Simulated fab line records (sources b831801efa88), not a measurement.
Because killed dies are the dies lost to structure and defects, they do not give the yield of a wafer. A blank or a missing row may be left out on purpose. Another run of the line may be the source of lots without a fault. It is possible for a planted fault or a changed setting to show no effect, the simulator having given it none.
Shared-tool check :: flow sfqLine :: 14 lots and 42 wafers in the sample

REASON IT WAS OPENED
At SFQ_L0_RS_MEAS_901 the reading L0_MONX_KI_RS is flagged on 2 of 14 lots. Wafers without a fault read 43.8 ohm/sq, standard deviation 0.6.
Rule: flag the lot when none of its wafers has a number, or when each of its wafers that has one lies beyond 4 standard deviations from that mean. All remaining lots are regarded as sound.

lot: L135
measured: day 1 12:34
on: filmMetro-04
L0_MONX_KI_RS (ohm/sq), wafer by wafer: 43.7 44.8 44.0
flag: 

lot: L136
measured: day 1 17:35
on: filmMetro-01
L0_MONX_KI_RS (ohm/sq), wafer by wafer: 43.7 42.6 42.5
flag: 

lot: L137
measured: day 1 22:34
on: filmMetro-01
L0_MONX_KI_RS (ohm/sq), wafer by wafer: 44.6 43.7 43.8
flag: 

lot: L138
measured: day 2 03:34
on: filmMetro-03
L0_MONX_KI_RS (ohm/sq), wafer by wafer: 44.6 43.5 44.3
flag: 

lot: L139
measured: day 2 08:34
on: filmMetro-03
L0_MONX_KI_RS (ohm/sq), wafer by wafer: 43.0 44.1 44.3
flag: 

lot: L140
measured: day 2 13:34
on: filmMetro-01
L0_MONX_KI_RS (ohm/sq), wafer by wafer: 43.7 45.0 43.5
flag: 

lot: L141
measured: day 2 18:34
on: filmMetro-01
L0_MONX_KI_RS (ohm/sq), wafer by wafer: 42.8 43.5 43.6
flag: 

lot: L142
measured: day 2 23:34
on: filmMetro-03
L0_MONX_KI_RS (ohm/sq), wafer by wafer: 44.1 43.6 43.8
flag: 

lot: L143
measured: day 3 04:34
on: filmMetro-01
L0_MONX_KI_RS (ohm/sq), wafer by wafer: 43.4 44.2 43.4
flag: 

lot: L144
measured: day 3 09:34
on: filmMetro-01
L0_MONX_KI_RS (ohm/sq), wafer by wafer: 42.6 43.1 43.5
flag: 

lot: L146
measured: day 3 19:35
on: filmMetro-04
L0_MONX_KI_RS (ohm/sq), wafer by wafer: 44.1 44.9 43.8
flag: 

lot: L147
measured: day 4 00:35
on: filmMetro-04
L0_MONX_KI_RS (ohm/sq), wafer by wafer: 44.6 43.6 43.1
flag: 

lot: L156
measured: day 5 21:34
on: filmMetro-03
L0_MONX_KI_RS (ohm/sq), wafer by wafer: 61.0 61.2 61.1
flag: FLAGGED

lot: L157
measured: day 6 02:35
on: filmMetro-04
L0_MONX_KI_RS (ohm/sq), wafer by wafer: 62.8 61.5 63.3
flag: FLAGGED
The numbers of the flagged lots are 61.8 ohm/sq on average: +18.0 ohm/sq against the usual, or +30 standard deviations.

EACH LOT AND THE TOOL IT RAN ON
The record holds 1 process step before the reading, out of a route of 325 steps. Cell contents, in order: the tool; ch with the chambers the sampled wafers went through; the start.
lot: L135
flag: 
SFQ_TRILAYER_L0_DEP_SPUTTER_003: pvdSputter-03, day 1 12:29

lot: L136
flag: 
SFQ_TRILAYER_L0_DEP_SPUTTER_003: pvdSputter-05, day 1 17:29

lot: L137
flag: 
SFQ_TRILAYER_L0_DEP_SPUTTER_003: pvdSputter-03, day 1 22:29

lot: L138
flag: 
SFQ_TRILAYER_L0_DEP_SPUTTER_003: pvdSputter-05, day 2 03:29

lot: L139
flag: 
SFQ_TRILAYER_L0_DEP_SPUTTER_003: pvdSputter-05, day 2 08:29

lot: L140
flag: 
SFQ_TRILAYER_L0_DEP_SPUTTER_003: pvdSputter-05, day 2 13:29

lot: L141
flag: 
SFQ_TRILAYER_L0_DEP_SPUTTER_003: pvdSputter-06, day 2 18:29

lot: L142
flag: 
SFQ_TRILAYER_L0_DEP_SPUTTER_003: pvdSputter-03, day 2 23:29

lot: L143
flag: 
SFQ_TRILAYER_L0_DEP_SPUTTER_003: pvdSputter-06, day 3 04:29

lot: L144
flag: 
SFQ_TRILAYER_L0_DEP_SPUTTER_003: pvdSputter-03, day 3 09:29

lot: L146
flag: 
SFQ_TRILAYER_L0_DEP_SPUTTER_003: pvdSputter-06, day 3 19:29

lot: L147
flag: 
SFQ_TRILAYER_L0_DEP_SPUTTER_003: pvdSputter-05, day 4 00:29

lot: L156
flag: FLAGGED
SFQ_TRILAYER_L0_DEP_SPUTTER_003: pvdSputter-05, day 5 21:29

lot: L157
flag: FLAGGED
SFQ_TRILAYER_L0_DEP_SPUTTER_003: pvdSputter-05, day 6 02:29
These steps, and what they do:
- SFQ_TRILAYER_L0_DEP_SPUTTER_003: material MoNx KI, target thk 40 nm, time 100 s.
- SFQ_L0_RS_MEAS_901: measures by four-point-probe.

FLAGGED OVER TOTAL, TOOL BY TOOL (the gauges that took the reading come last)
step: SFQ_TRILAYER_L0_DEP_SPUTTER_003
tool: pvdSputter-03
lots run: 4
flagged: 0
share of the flagged lots: none
sound lots run after its first flagged lot: -

step: SFQ_TRILAYER_L0_DEP_SPUTTER_003
tool: pvdSputter-05
lots run: 7
flagged: 2
share of the flagged lots: all
sound lots run after its first flagged lot: 0

step: SFQ_TRILAYER_L0_DEP_SPUTTER_003
tool: pvdSputter-06
lots run: 3
flagged: 0
share of the flagged lots: none
sound lots run after its first flagged lot: -

step: SFQ_L0_RS_MEAS_901
tool: filmMetro-01
lots run: 6
flagged: 0
share of the flagged lots: none
sound lots run after its first flagged lot: -

step: SFQ_L0_RS_MEAS_901
tool: filmMetro-03
lots run: 4
flagged: 1
share of the flagged lots: some
sound lots run after its first flagged lot: 0

step: SFQ_L0_RS_MEAS_901
tool: filmMetro-04
lots run: 4
flagged: 1
share of the flagged lots: some
sound lots run after its first flagged lot: 0

WHAT THE TABLE ALLOWS
1 row of the table ran every flagged lot: pvdSputter-05 at SFQ_TRILAYER_L0_DEP_SPUTTER_003.
- pvdSputter-05 at SFQ_TRILAYER_L0_DEP_SPUTTER_003: 2 of its 7 lots flagged. A fault beginning between L147 (day 4 00:29), its last sound lot, and L156 (day 5 21:29), its first flagged one, fits the data.
Just one tool remains: pvdSputter-05 at SFQ_TRILAYER_L0_DEP_SPUTTER_003.

WHAT THE SIMULATOR HAD INSERTED
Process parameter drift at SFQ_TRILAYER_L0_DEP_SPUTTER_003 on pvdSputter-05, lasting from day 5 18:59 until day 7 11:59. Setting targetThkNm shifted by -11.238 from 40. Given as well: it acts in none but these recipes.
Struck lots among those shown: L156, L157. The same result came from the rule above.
